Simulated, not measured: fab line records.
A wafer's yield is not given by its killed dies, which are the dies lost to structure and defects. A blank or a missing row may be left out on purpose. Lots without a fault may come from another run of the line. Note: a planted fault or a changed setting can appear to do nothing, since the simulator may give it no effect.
A struck lot beside a sound one / flow sky130 / 38 out of 708 route steps
Sound: these wafers, L495.3, L495.4, L495.6. Struck: wafer L510.5 (left out: L510.1, L510.4 of the same lot, which were not struck); the cause appears at the end.
For every step that has rows: the tool of each side, followed by ch and its chambers, followed by its first start. Under that, the readings that differ: sound wafers / struck wafers / difference of the means / sigmas: that difference in standard deviations of wafers without a fault.
alike: readings with means less than 2 such deviations apart, plus words and numbers identical on both sides. not compared: withheld readings, readings lacking a value on some wafer, bounds such as >300 that could conceal the same value, and numbers that have no deviation in the record and whose values overlap.
A row with sigmas, a row that says differs or no value, or rows on one side alone: a step with any of these is where the two part. When numbers do not overlap yet have no deviation, they are printed without sigmas and do not part them. A reading that every wafer of one side lacks parts them only if that side has two wafers or more.

first, 9 steps without rows for these wafers: SKY_VIA2_SPUTTER_20 (material TiN, target thk 20 nm, time 80 s); SKY_VIA2_CVD_21 (deposits W, target thk 420 nm, time 126.4 s); SKY_VIA2_CMP_24 (polishes, stops on SiO2, t overpolish 20 s, target thk 0 nm); SKY_METAL3_SPUTTER_00 (material Ti, target thk 15 nm, time 10 s); SKY_METAL3_SPUTTER_01 (material TiN, target thk 20 nm, time 16.7 s); SKY_METAL3_SPUTTER_02 (material AlCu, target thk 735 nm, time 39.1 s); SKY_METAL3_SPUTTER_03 (material Ti, target thk 5 nm, time 3.446 s); SKY_METAL3_SPUTTER_04 (material TiN, target thk 70 nm, time 58.3 s); SKY_CAPM_CVD_00 (deposits SiO2, target thk 15.5 nm).
SKY_CAPM_SPUTTER_02: material TiN, target thk 200 nm, time 166.7 s.
  sound: pvdSputter-04 at day 36 23:19; struck: pvdSputter-04 at day 42 06:28
reading=cathodeDcPowerW (W); sound=6499.7 6501.9 6501.5; struck=6498.5; difference=-2.5; sigmas=-2
reading=model.TiN_of_CAPM_SPUTTER_02.thkNm (nm); sound=201.6 201.4 200.9; struck=230.4; difference=+29.1; sigmas=
  alike: throttleValvePct
SKY_CAPM_RS_MEAS_03: uses a four-point probe to measure.
  sound: filmMetro-01 at day 36 23:28; struck: filmMetro-01 at day 42 06:35
reading=CAPM_TIN_RS (ohm/sq); sound=6.87 6.88 6.88; struck=5.99; difference=-0.89; sigmas=-17
SKY_CAPM_THK_MEAS_04: measures by xrf.
  sound: filmMetro-01 at day 36 23:34; struck: filmMetro-01 at day 42 06:42
reading=CAPM_TIN_THK (nm); sound=203.8 203.6 203.3; struck=232.1; difference=+28.5; sigmas=+14
then, 7 steps without rows for these wafers: SKY_CAPM_DEHYDRATE_05 (time 60 s); SKY_CAPM_HMDS_06 (prime time 60 s); SKY_CAPM_COAT_07 (resist thk 1140 nm); SKY_CAPM_SOFTBAKE_08 (time 60 s); SKY_CAPM_EXPOSE_09 (exposes mask CAPM, target cd 1000 nm); SKY_CAPM_PEB_10; SKY_CAPM_DEVELOP_11 (develop time 60 s).
SKY_CAPM_METAL_ETCH_13: etches TiN in Cl2/BCl3, stops on SiO2, target depth 220 nm, time 62.9 s.
  sound on rieMetal-01 ch 0,1, day 38 01:55; struck on rieMetal-01 ch 0, day 43 05:06
reading=oesProductAu (a.u.); sound=0.940 0.940 0.937; struck=1.005; difference=+0.066; sigmas=+11
reading=throttleValvePct (%); sound=21.889 21.900 21.888; struck=21.865; difference=-0.027; sigmas=-3
  alike: biasW, drypumpMotorCurrentA
  not compared: rfHoursCounterH
then, 16 steps without rows for these wafers: SKY_CAPM_STRIP_14 (strips in O2/N2); SKY_CAPM_STRIP_15 (strips in post etch residue remover, time 1200 s); SKY_CAPM_CLEAN_16 (cleans in IPA, time 180 s); SKY_CAPM_CLEAN_17 (cleans in O3/DIW); SKY_METAL3_DEHYDRATE_05 (time 60 s); SKY_METAL3_HMDS_06 (prime time 60 s); SKY_METAL3_COAT_07 (resist thk 60 nm); SKY_METAL3_COAT_08 (resist thk 1140 nm); SKY_METAL3_SOFTBAKE_09 (time 90 s); SKY_METAL3_EXPOSE_10 (exposes mask MM3, target cd 300 nm); SKY_METAL3_PEB_11; SKY_METAL3_DEVELOP_12 (develop time 60 s); SKY_METAL3_DESCUM_15 (chemistry O2, time 8 s); SKY_METAL3_ETCH_16 (etches BARC in N2/H2, stops on SiO2, time 88.2 s, target depth 60 nm); SKY_METAL3_ETCH_17 (etches SiO2 in C4F8/O2/Ar, stops on TiN, time 3.9 s, target depth 15 nm); SKY_METAL3_METAL_ETCH_18 (etches the open film in Cl2/BCl3, stops on SiO2, target depth 845 nm, time 183.1 s).
SKY_METAL3_STRIP_20: strips in post etch residue remover, time 1200 s.
  sound on wetBench-02 ch 2, day 39 04:10; struck on wetBench-01 ch 0, day 44 04:58
reading=model.TiN_of_CAPM_SPUTTER_02.thkNm (nm); sound=200.7 200.6 200; struck=229.6; difference=+29.2; sigmas=
  alike: tempC
-- the record jumps here: 6 days lie between the struck wafers' starts before and after (it left off in module METAL3 and takes up again in module PAD_OPEN, whose first step shown is number 708 of the route) --
SKY_PAD_OPEN_PROBE_99:
  sound: prober-02 at day 46 06:43; struck: prober-02 at day 50 09:59
reading=model.etest.tester.sortNPass; sound=409 419 406; struck=0; difference=-411; sigmas=
reading=model.etest.met3.lineOhmUm; sound=0.1435 0.1417 0.1423; struck=443.2; difference=+443.1; sigmas=
reading=model.etest.via3Chain.rcOhm; sound=9.98 10.17 10.28; struck=341.5; difference=+331.4; sigmas=
reading=model.etest.met3.rsOhmSq; sound=0.04299 0.04245 0.04276; struck=132.8; difference=+132.8; sigmas=
reading=model.etest.tester.sortYieldPct (%); sound=83.13 85.16 82.52; struck=0; difference=-84; sigmas=
reading=model.etest.tester.sort_bin_4_pct (%); sound=0 0 0; struck=80.49; difference=+80.49; sigmas=
reading=model.etest.met3.rsOhmSqRimLessCentre; sound=-0.000338 -0.0009004 0.0004775; struck=-22.52; difference=-22.52; sigmas=
reading=model.etest.capOno.underFloor; sound=0 0 0; struck=1; difference=+1; sigmas=
  alike: defectLimitedYield, killed_at_M0_to_M3, killed_at_M4_up, killedAtContacts, killedAtFrontEnd, killedAtOther, killedDies, killedOpen, killedShort

== WHERE THEY PART ==
Last at SKY_CAPM_METAL_ETCH_13 as far as this record goes, first at SKY_CAPM_SPUTTER_02. Later steps at which nothing parts them and some readings are alike: SKY_METAL3_STRIP_20, SKY_PAD_OPEN_PROBE_99.

WHY: what had been put in by the simulator
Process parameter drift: pvdSputter-04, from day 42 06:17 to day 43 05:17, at SKY_CAPM_SPUTTER_02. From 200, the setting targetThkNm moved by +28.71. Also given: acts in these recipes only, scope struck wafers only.
